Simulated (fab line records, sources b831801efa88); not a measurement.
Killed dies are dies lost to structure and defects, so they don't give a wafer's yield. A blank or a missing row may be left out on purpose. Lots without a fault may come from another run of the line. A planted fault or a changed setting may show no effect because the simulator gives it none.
A struck lot beside a sound one | flow sky130 | 14 steps out of a route of 708
Sound: wafers L341.2, L341.3, L341.6. Struck: wafers L345.3, L345.4, L345.5. The cause comes at the end.
At each step with rows: each side's tool, then ch and its chambers, then its first start. Under that, the readings that differ: sound wafers | struck wafers | difference of the means | sigmas: that difference in standard deviations of wafers without a fault.
alike: readings whose means differ by less than 2 such deviations, and words and numbers that are the same on both sides. not compared: withheld readings, readings that some wafer has no value for, bounds like >300 that may hide the same value, and numbers for which the record gives no deviation and whose values overlap.
The two part at a step that has a row with sigmas, a row that says differs or no value, or rows on one side only. Numbers that don't overlap but have no deviation are shown without sigmas and don't part them. A reading that every wafer of one side lacks parts them only if that side has two wafers or more.

SKY_METAL5_SPUTTER_00: material Ti, target thk 15 nm, time 10 s.
  sound on pvd_sputter-04, day 48 23:59; struck on pvd_sputter-02, day 49 00:50
  alike: throttle_valve_pct
SKY_METAL5_SPUTTER_01: material TiN, target thk 20 nm, time 16.7 s.
  sound on pvd_sputter-04, day 49 00:00; struck on pvd_sputter-02, day 49 00:51
  alike: throttle_valve_pct
SKY_METAL5_SPUTTER_02: material AlCu, target thk 1150 nm, time 61.2 s.
  sound on pvd_sputter-04, day 49 00:02; struck on pvd_sputter-02, day 49 00:53
  alike: throttle_valve_pct
SKY_METAL5_SPUTTER_03: material Ti, target thk 5 nm, time 3.3 s.
  sound on pvd_sputter-04, day 49 00:05; struck on pvd_sputter-02, day 49 00:56
  alike: throttle_valve_pct
SKY_METAL5_SPUTTER_04: material TiN, target thk 70 nm, time 58.3 s.
  sound on pvd_sputter-04, day 49 00:05; struck on pvd_sputter-02, day 49 00:57
  alike: throttle_valve_pct
SKY_METAL5_RS_MEAS_05: measures by four-point-probe.
  sound on film_metro-01, day 49 00:10; struck on film_metro-03, day 49 01:02
  alike: METAL5_ALCU_RS
SKY_METAL5_THK_MEAS_06: measures by xrf.
  sound on film_metro-01, day 49 00:16; struck on film_metro-03, day 49 01:08
  alike: METAL5_ALCU_THK
then, 5 steps without rows for these wafers: SKY_METAL5_DEHYDRATE_07 (time 60 s); SKY_METAL5_HMDS_08 (prime time 60 s); SKY_METAL5_COAT_09 (resist thk 1800 nm); SKY_METAL5_SOFTBAKE_10 (time 60 s); SKY_METAL5_EXPOSE_11 (exposes mask MM5, target cd 1600 nm).
SKY_METAL5_PEB_12:
  sound on litho_track-04 ch 0, day 49 18:16; struck on litho_track-01, day 49 18:59
  reading         | sound          | struck | difference                    | sigmas
  exhaust_pa (Pa) | 44.7 44.9 45.7 | - - -  | no value on the struck wafers |
  not compared: chill_plate_temp_C
then, 1 step without rows for these wafers: SKY_METAL5_DEVELOP_13 (develop time 60 s).

WHERE THEY PART
Only at SKY_METAL5_PEB_12, within this record.

WHY: what the simulator had put in
Skipped step whole: litho_track-01, from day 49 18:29 on, at SKY_METAL5_PEB_12. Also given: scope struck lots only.
